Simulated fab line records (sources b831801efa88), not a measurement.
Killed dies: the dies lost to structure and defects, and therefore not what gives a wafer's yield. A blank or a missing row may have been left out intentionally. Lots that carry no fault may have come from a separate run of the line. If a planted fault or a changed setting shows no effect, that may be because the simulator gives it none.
Which tool did it? | flow sky130 | 24 lots, 72 wafers sampled, at 6 steps of a route of 708

## WHAT EACH GAUGE READ, for each wafer
SKY_VIA2_THK_MEAS_23: measures by xrf. Usual: for VIA2_W_THK the level is 421 nm and the standard deviation is 4.9.
lot  | measured     | on            | VIA2_W_THK (nm) | flag
L075 | day 36 07:07 | film_metro-03 | 419 420 411     |
L074 | day 36 07:50 | film_metro-04 | 417 415 420     |
L076 | day 36 17:05 | film_metro-03 | 422 419 422     |
L077 | day 36 21:19 | film_metro-01 | 421 428 421     |
L078 | day 37 02:47 | film_metro-03 | 414 419 421     |
L079 | day 37 14:50 | film_metro-03 | 413 411 416     |
L080 | day 37 21:57 | film_metro-04 | 423 429 424     |
L081 | day 38 19:40 | film_metro-04 | 424 419 425     |
L082 | day 39 00:29 | film_metro-03 | 413 416 419     |
L083 | day 39 00:52 | film_metro-03 | 427 420 423     |
L084 | day 39 10:09 | film_metro-01 | 427 416 431     |
L085 | day 39 13:13 | film_metro-03 | 425 418 426     |
L087 | day 40 15:32 | film_metro-01 | 422 425 420     |
L086 | day 40 17:08 | film_metro-04 | 431 427 423     |
L088 | day 40 19:29 | film_metro-01 | 435 424 432     |
L089 | day 41 05:55 | film_metro-04 | 416 425 416     |
L092 | day 41 08:17 | film_metro-03 | 417 420 418     |
L090 | day 41 10:30 | film_metro-04 | 418 425 423     |
L091 | day 41 12:02 | film_metro-03 | 423 419 426     |
L093 | day 41 15:39 | film_metro-01 | 423 423 418     |
L094 | day 41 21:38 | film_metro-03 | 423 419 424     |
L095 | day 42 05:35 | film_metro-01 | 425 424 434     |
L096 | day 42 14:32 | film_metro-01 | 425 420 422     |
L097 | day 42 21:02 | film_metro-03 | 421 411 418     |

SKY_CAPM_THK_MEAS_04: measures by xrf. Usual: for CAPM_TIN_THK the level is 194.6 nm and the standard deviation is 2.3.
lot  | measured     | on            | CAPM_TIN_THK (nm) | flag
L075 | day 36 07:57 | film_metro-03 | 195.2 195.5 195.1 |
L074 | day 36 08:40 | film_metro-04 | 195.4 194.5 195.6 |
L076 | day 36 17:55 | film_metro-02 | 193.1 190.6 192.3 |
L077 | day 36 22:08 | film_metro-03 | 194.0 194.0 195.6 |
L078 | day 37 03:37 | film_metro-03 | 197.4 196.4 195.5 |
L079 | day 37 15:40 | film_metro-03 | 194.6 193.4 195.9 |
L080 | day 37 22:47 | film_metro-04 | 195.9 194.6 195.6 |
L081 | day 38 20:29 | film_metro-04 | 196.0 194.9 196.2 |
L082 | day 39 01:18 | film_metro-03 | 191.2 191.7 190.2 |
L083 | day 39 01:54 | film_metro-04 | 191.9 192.2 191.3 |
L084 | day 39 10:59 | film_metro-03 | 194.7 195.7 193.5 |
L085 | day 39 14:16 | film_metro-03 | 195.3 196.7 196.0 |
L087 | day 40 16:22 | film_metro-02 | 194.5 194.5 196.2 |
L086 | day 40 17:58 | film_metro-02 | 193.9 192.2 194.7 |
L088 | day 40 20:19 | film_metro-02 | 192.7 191.0 193.3 |
L089 | day 41 06:44 | film_metro-02 | 190.8 189.9 192.4 |
L092 | day 41 09:07 | film_metro-04 | 196.7 195.5 197.1 |
L090 | day 41 11:20 | film_metro-04 | 195.8 199.3 198.5 |
L091 | day 41 12:51 | film_metro-04 | 196.0 195.5 195.4 |
L093 | day 41 16:29 | film_metro-02 | 198.8 196.6 196.2 |
L094 | day 41 22:28 | film_metro-02 | 192.0 189.6 192.9 |
L095 | day 42 06:25 | film_metro-04 | 195.8 194.7 195.6 |
L096 | day 42 15:22 | film_metro-04 | 196.4 196.7 198.8 |
L097 | day 42 21:52 | film_metro-03 | 197.9 196.6 197.4 |

SKY_VIA3_CD_MEAS_12 targets a cd of 200 nm. Usual: 200.5 nm for cd_nm, sd 1.3.
lot  | measured     | on        | cd_nm (nm)        | flag
L075 | day 39 13:10 | cd_sem-02 | 201.9 201.2 200.6 |
L074 | day 39 14:46 | cd_sem-01 | 202.1 200.2 200.2 |
L076 | day 39 22:55 | cd_sem-01 | 200.9 200.5 202.1 |
L077 | day 40 03:34 | cd_sem-02 | 199.5 198.2 198.1 |
L078 | day 40 09:52 | cd_sem-02 | 200.2 201.0 200.1 |
L079 | day 40 20:13 | cd_sem-01 | 198.9 199.3 198.5 |
L080 | day 41 02:04 | cd_sem-01 | 198.6 199.3 199.5 |
L081 | day 41 23:52 | cd_sem-02 | 199.7 200.0 199.3 |
L082 | day 42 02:26 | cd_sem-01 | 197.5 198.5 198.6 |
L083 | day 42 03:42 | cd_sem-01 | 199.8 201.5 201.4 |
L084 | day 42 12:40 | cd_sem-02 | 201.6 202.1 201.0 |
L085 | day 42 14:58 | cd_sem-01 | 201.9 201.7 202.6 |
L087 | day 43 15:11 | cd_sem-02 | 200.2 201.0 200.7 |
L086 | day 43 16:37 | cd_sem-02 | 202.1 200.7 201.1 |
L088 | day 43 18:53 | cd_sem-02 | 203.2 202.7 202.8 |
L089 | day 44 06:05 | cd_sem-02 | 198.4 199.8 198.9 |
L092 | day 44 08:14 | cd_sem-02 | 201.2 201.8 198.7 |
L090 | day 44 10:48 | cd_sem-02 | 198.9 199.4 199.1 |
L091 | day 44 11:51 | cd_sem-02 | 199.9 201.3 201.1 |
L093 | day 44 14:46 | cd_sem-02 | 200.1 199.7 199.8 |
L094 | day 44 19:25 | cd_sem-02 | 200.0 199.7 201.1 |
L095 | day 45 04:02 | cd_sem-02 | 201.1 201.7 201.1 |
L096 | day 45 11:46 | cd_sem-01 | 203.4 202.1 201.8 |
L097 | day 45 19:25 | cd_sem-01 | 200.1 200.2 201.5 |

SKY_CAP2M_THK_MEAS_01. Usual: for CAP2M_CVD_00_THK the level is 15.46 nm and the standard deviation is 0.2.
lot  | measured     | on            | CAP2M_CVD_00_THK (nm) | flag
L075 | day 39 15:01 | film_metro-02 | 15.44 15.58 15.67     |
L074 | day 39 16:28 | film_metro-03 | 15.37 15.88 15.58     |
L076 | day 40 00:40 | film_metro-01 | 15.23 15.61 15.13     |
L077 | day 40 05:17 | film_metro-02 | 15.45 15.67 15.53     |
L078 | day 40 11:58 | film_metro-02 | 15.02 14.98 15.29     |
L079 | day 40 21:56 | film_metro-01 | 15.39 15.59 15.74     |
L080 | day 41 03:48 | film_metro-03 | 15.50 15.51 15.42     |
L081 | day 42 01:35 | film_metro-02 | 15.29 15.49 15.66     |
L082 | day 42 04:08 | film_metro-01 | 15.35 15.37 15.64     |
L083 | day 42 05:25 | film_metro-02 | 15.25 15.71 15.50     |
L084 | day 42 14:25 | film_metro-02 | 15.58 15.95 15.56     |
L085 | day 42 16:41 | film_metro-01 | 15.64 15.62 15.68     |
L087 | day 43 17:13 | film_metro-03 | 15.39 15.61 15.88     |
L086 | day 43 18:25 | film_metro-01 | 15.48 15.28 15.30     |
L088 | day 43 20:40 | film_metro-02 | 15.58 15.32 15.73     |
L089 | day 44 07:49 | film_metro-01 | 15.66 15.61 15.66     |
L092 | day 44 09:55 | film_metro-02 | 15.23 15.50 15.59     |
L090 | day 44 12:32 | film_metro-01 | 15.26 15.33 15.40     |
L091 | day 44 13:34 | film_metro-01 | 15.07 15.54 15.59     |
L093 | day 44 16:32 | film_metro-03 | 15.20 15.33 15.34     |
L094 | day 44 21:07 | film_metro-03 | 15.69 15.58 15.68     |
L095 | day 45 05:51 | film_metro-02 | 15.07 15.21 15.15     |
L096 | day 45 13:32 | film_metro-01 | 15.25 15.03 15.36     |
L097 | day 45 21:14 | film_metro-03 | 15.42 15.54 15.53     |

## WHICH TOOL RAN EACH LOT (tool, then ch and the chambers of the sampled wafers, then the start)
lot  | SKY_VIA2_SPUTTER_20          | SKY_VIA3_SPUTTER_20
L075 | pvd_sputter-01, day 36 06:48 | pvd_sputter-03, day 39 14:02
L074 | pvd_sputter-03, day 36 07:32 | pvd_sputter-02, day 39 15:37
L076 | pvd_sputter-01, day 36 16:46 | pvd_sputter-03, day 39 23:48
L077 | pvd_sputter-04, day 36 20:58 | pvd_sputter-02, day 40 04:25
L078 | pvd_sputter-04, day 37 02:28 | pvd_sputter-03, day 40 11:08
L079 | pvd_sputter-04, day 37 14:31 | pvd_sputter-03, day 40 21:06
L080 | pvd_sputter-04, day 37 21:37 | pvd_sputter-02, day 41 02:56
L081 | pvd_sputter-04, day 38 19:22 | pvd_sputter-01, day 42 00:44
L082 | pvd_sputter-04, day 39 00:10 | pvd_sputter-03, day 42 03:17
L083 | pvd_sputter-04, day 39 00:33 | pvd_sputter-03, day 42 04:34
L084 | pvd_sputter-03, day 39 09:50 | pvd_sputter-02, day 42 13:34
L085 | pvd_sputter-03, day 39 12:53 | pvd_sputter-03, day 42 15:50
L087 | pvd_sputter-03, day 40 15:13 | pvd_sputter-03, day 43 16:22
L086 | pvd_sputter-03, day 40 16:50 | pvd_sputter-03, day 43 17:34
L088 | pvd_sputter-01, day 40 19:10 | pvd_sputter-02, day 43 19:49
L089 | pvd_sputter-04, day 41 05:36 | pvd_sputter-03, day 44 06:58
L092 | pvd_sputter-03, day 41 07:58 | pvd_sputter-01, day 44 09:04
L090 | pvd_sputter-04, day 41 10:11 | pvd_sputter-02, day 44 11:40
L091 | pvd_sputter-03, day 41 11:43 | pvd_sputter-01, day 44 12:43
L093 | pvd_sputter-01, day 41 15:20 | pvd_sputter-02, day 44 15:41
L094 | pvd_sputter-04, day 41 21:19 | pvd_sputter-03, day 44 20:16
L095 | pvd_sputter-01, day 42 05:16 | pvd_sputter-01, day 45 04:53
L096 | pvd_sputter-01, day 42 14:14 | pvd_sputter-01, day 45 12:42
L097 | pvd_sputter-01, day 42 20:43 | pvd_sputter-03, day 45 20:23
- SKY_VIA2_SPUTTER_20: material TiN, target thk 20 nm, time 80 s.
- SKY_VIA3_SPUTTER_20: material TiN, target thk 20 nm, time 80 s.

## AS READ BY THE TOOLS THEMSELVES (means over the sampled wafers that have a number; for cases with no such wafer, the mark the record gives instead)
SKY_VIA2_SPUTTER_20. Usual: 30.6 % for throttle_valve_pct, sd 1.5.
lot  | tool           | throttle_valve_pct (%) | flag
L075 | pvd_sputter-01 | 32.5                   |
L074 | pvd_sputter-03 | 30.0                   |
L076 | pvd_sputter-01 | 30.4                   |
L077 | pvd_sputter-04 | 31.6                   |
L078 | pvd_sputter-04 | 31.5                   |
L079 | pvd_sputter-04 | 30.7                   |
L080 | pvd_sputter-04 | 30.1                   |
L081 | pvd_sputter-04 | 30.8                   |
L082 | pvd_sputter-04 | 30.7                   |
L083 | pvd_sputter-04 | 31.4                   |
L084 | pvd_sputter-03 | 30.8                   |
L085 | pvd_sputter-03 | 29.0                   |
L087 | pvd_sputter-03 | 28.8                   |
L086 | pvd_sputter-03 | 30.5                   |
L088 | pvd_sputter-01 | 31.0                   |
L089 | pvd_sputter-04 | 30.8                   |
L092 | pvd_sputter-03 | 29.9                   |
L090 | pvd_sputter-04 | 31.1                   |
L091 | pvd_sputter-03 | 30.2                   |
L093 | pvd_sputter-01 | 31.7                   |
L094 | pvd_sputter-04 | 30.5                   |
L095 | pvd_sputter-01 | 31.8                   |
L096 | pvd_sputter-01 | 30.9                   |
L097 | pvd_sputter-01 | 31.1                   |

SKY_VIA3_SPUTTER_20. Usual: 30.1 % for throttle_valve_pct, sd 1.5.
lot  | tool           | throttle_valve_pct (%) | flag
L075 | pvd_sputter-03 | 29.1                   |
L074 | pvd_sputter-02 | 29.6                   |
L076 | pvd_sputter-03 | 30.1                   |
L077 | pvd_sputter-02 | 30.2                   |
L078 | pvd_sputter-03 | 30.7                   |
L079 | pvd_sputter-03 | 30.1                   |
L080 | pvd_sputter-02 | 29.2                   |
L081 | pvd_sputter-01 | 31.9                   |
L082 | pvd_sputter-03 | 29.7                   |
L083 | pvd_sputter-03 | 29.6                   |
L084 | pvd_sputter-02 | 30.1                   |
L085 | pvd_sputter-03 | 29.1                   |
L087 | pvd_sputter-03 | 29.0                   |
L086 | pvd_sputter-03 | 28.3                   |
L088 | pvd_sputter-02 | 30.2                   |
L089 | pvd_sputter-03 | 30.5                   |
L092 | pvd_sputter-01 | 32.5                   |
L090 | pvd_sputter-02 | 29.7                   |
L091 | pvd_sputter-01 | 30.5                   |
L093 | pvd_sputter-02 | 29.8                   |
L094 | pvd_sputter-03 | 30.4                   |
L095 | pvd_sputter-01 | 31.3                   |
L096 | pvd_sputter-01 | 31.7                   |
L097 | pvd_sputter-03 | 31.5                   |

## THE ANSWER, worked out from the rows above alone
Rule: a lot is off if the mean of its wafers that have a number lies more than 3 standard deviations from the usual mean. Also off: a lot with no number at a reading for which 4 or more lots have one. The other lots that the step has rows for count as sound. After the gauges, taken in route order, come the tools' own readings; for these a lot's mean is taken, as printed above. The first step at which some lot is off is used, and at that step the reading that is off furthest; a lot without a number counts as furthest.
None of the lots is off at any reading shown; this tells nothing.

## WHAT WAS PUT IN BY THE SIMULATOR
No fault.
